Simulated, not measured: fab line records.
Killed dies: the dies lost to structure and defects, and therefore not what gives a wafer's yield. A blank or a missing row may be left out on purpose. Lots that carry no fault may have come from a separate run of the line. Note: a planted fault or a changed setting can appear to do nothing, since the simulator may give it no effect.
Tool commonality check || flow sky130 || Lots sampled 12, wafers sampled 36

## THE REASON FOR OPENING IT
Of 12 lots, 3 have the reading VT_ADJUST_NCORE_OVL flagged at SKY_VT_ADJUST_NCORE_OVL_MEAS_08. No-fault wafers: -0.2 nm, standard deviation 1.3.
Rule: a lot is flagged in two cases, either no wafer of it has a number, or all its wafers with numbers fall more than 4 standard deviations from that mean. As for the other lots, they are considered sound.

{"lot": "L333", "measured": "day 8 14:47", "on": "overlay-02", "VT_ADJUST_NCORE_OVL (nm), wafer by wafer": "0.9 -0.3 1.0", "flag": ""}
{"lot": "L340", "measured": "day 10 17:05", "on": "overlay-02", "VT_ADJUST_NCORE_OVL (nm), wafer by wafer": "2.0 1.6 0.1", "flag": ""}
{"lot": "L341", "measured": "day 10 23:28", "on": "overlay-02", "VT_ADJUST_NCORE_OVL (nm), wafer by wafer": "-0.1 0.6 0.4", "flag": ""}
{"lot": "L343", "measured": "day 11 10:22", "on": "overlay-01", "VT_ADJUST_NCORE_OVL (nm), wafer by wafer": "-1.5 -1.4 0.0", "flag": ""}
{"lot": "L344", "measured": "day 11 19:13", "on": "overlay-02", "VT_ADJUST_NCORE_OVL (nm), wafer by wafer": "-0.7 0.4 -1.1", "flag": ""}
{"lot": "L345", "measured": "day 12 00:13", "on": "overlay-02", "VT_ADJUST_NCORE_OVL (nm), wafer by wafer": "-0.6 -1.9 -1.1", "flag": ""}
{"lot": "L347", "measured": "day 12 13:22", "on": "overlay-01", "VT_ADJUST_NCORE_OVL (nm), wafer by wafer": "-147.6 -147.2 -146.8", "flag": "FLAGGED"}
{"lot": "L349", "measured": "day 13 08:19", "on": "overlay-01", "VT_ADJUST_NCORE_OVL (nm), wafer by wafer": "-148.8 -149.1 -147.2", "flag": "FLAGGED"}
{"lot": "L350", "measured": "day 14 04:46", "on": "overlay-01", "VT_ADJUST_NCORE_OVL (nm), wafer by wafer": "0.9 -1.1 -2.1", "flag": ""}
{"lot": "L351", "measured": "day 14 06:47", "on": "overlay-02", "VT_ADJUST_NCORE_OVL (nm), wafer by wafer": "-147.4 -147.6 -146.3", "flag": "FLAGGED"}
{"lot": "L352", "measured": "day 14 09:29", "on": "overlay-02", "VT_ADJUST_NCORE_OVL (nm), wafer by wafer": "-1.6 -2.2 -0.1", "flag": ""}
{"lot": "L356", "measured": "day 15 10:50", "on": "overlay-01", "VT_ADJUST_NCORE_OVL (nm), wafer by wafer": "0.9 0.3 3.4", "flag": ""}
Flagged lots average -147.6 nm: -147.4 nm relative to the usual, that is -99 or more standard deviations.

## EACH LOT AND THE TOOL IT RAN ON
The record holds 1 process step before the reading, out of a route of 708 steps. Each cell gives the tool, then ch followed by the chambers the sampled wafers passed through, then the start.
{"lot": "L333", "flag": "", "SKY_VT_ADJUST_NCORE_EXPOSE_04": "ilineStepper-01 ch 0, day 8 04:41"}
{"lot": "L340", "flag": "", "SKY_VT_ADJUST_NCORE_EXPOSE_04": "ilineStepper-01 ch 0, day 10 06:37"}
{"lot": "L341", "flag": "", "SKY_VT_ADJUST_NCORE_EXPOSE_04": "ilineStepper-02 ch 0, day 10 12:32"}
{"lot": "L343", "flag": "", "SKY_VT_ADJUST_NCORE_EXPOSE_04": "ilineStepper-01 ch 0, day 10 22:26"}
{"lot": "L344", "flag": "", "SKY_VT_ADJUST_NCORE_EXPOSE_04": "ilineStepper-01 ch 0, day 11 07:32"}
{"lot": "L345", "flag": "", "SKY_VT_ADJUST_NCORE_EXPOSE_04": "ilineStepper-02 ch 0, day 11 12:29"}
{"lot": "L347", "flag": "FLAGGED", "SKY_VT_ADJUST_NCORE_EXPOSE_04": "ilineStepper-01 ch 0, day 12 00:34"}
{"lot": "L349", "flag": "FLAGGED", "SKY_VT_ADJUST_NCORE_EXPOSE_04": "ilineStepper-01 ch 0, day 12 20:05"}
{"lot": "L350", "flag": "", "SKY_VT_ADJUST_NCORE_EXPOSE_04": "ilineStepper-02 ch 0, day 13 16:35"}
{"lot": "L351", "flag": "FLAGGED", "SKY_VT_ADJUST_NCORE_EXPOSE_04": "ilineStepper-01 ch 0, day 13 18:38"}
{"lot": "L352", "flag": "", "SKY_VT_ADJUST_NCORE_EXPOSE_04": "ilineStepper-02 ch 0, day 13 21:28"}
{"lot": "L356", "flag": "", "SKY_VT_ADJUST_NCORE_EXPOSE_04": "ilineStepper-02 ch 0, day 14 23:00"}
What is done by these steps:
- SKY_VT_ADJUST_NCORE_EXPOSE_04: exposes mask LVTN COMPLEMENT THIN, target cd 380 nm.
- SKY_VT_ADJUST_NCORE_OVL_MEAS_08

## FLAGGED AGAINST TOTAL, ONE TOOL AT A TIME (gauges that did the reading follow at the end)
{"step": "SKY_VT_ADJUST_NCORE_EXPOSE_04", "tool": "ilineStepper-01", "lots run": 7, "flagged": 3, "share of the flagged lots": "all", "sound lots run after its first flagged lot": 0}
{"step": "SKY_VT_ADJUST_NCORE_EXPOSE_04", "tool": "ilineStepper-02", "lots run": 5, "flagged": 0, "share of the flagged lots": "none", "sound lots run after its first flagged lot": "-"}
{"step": "SKY_VT_ADJUST_NCORE_OVL_MEAS_08", "tool": "overlay-01", "lots run": 5, "flagged": 2, "share of the flagged lots": "some", "sound lots run after its first flagged lot": "2 (L350,L356)"}
{"step": "SKY_VT_ADJUST_NCORE_OVL_MEAS_08", "tool": "overlay-02", "lots run": 7, "flagged": 1, "share of the flagged lots": "some", "sound lots run after its first flagged lot": "1 (L352)"}

## WHAT THE TABLE ALLOWS
1 row of the table ran every flagged lot: ilineStepper-01 at SKY_VT_ADJUST_NCORE_EXPOSE_04.
- ilineStepper-01 at SKY_VT_ADJUST_NCORE_EXPOSE_04: 3 of its 7 lots flagged. Last sound lot L344 at day 11 07:32, first flagged lot L347 at day 12 00:34; a fault beginning in between fits.
ilineStepper-01 at SKY_VT_ADJUST_NCORE_EXPOSE_04 is the single tool remaining.

## WHAT THE SIMULATOR PUT IN
Scanner matching overlay: ilineStepper-01, from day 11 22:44 on, at SKY_VT_ADJUST_NCORE_EXPOSE_04. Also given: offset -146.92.
Struck lots among those shown: L347, L349, L351. The rule given above showed the same thing.
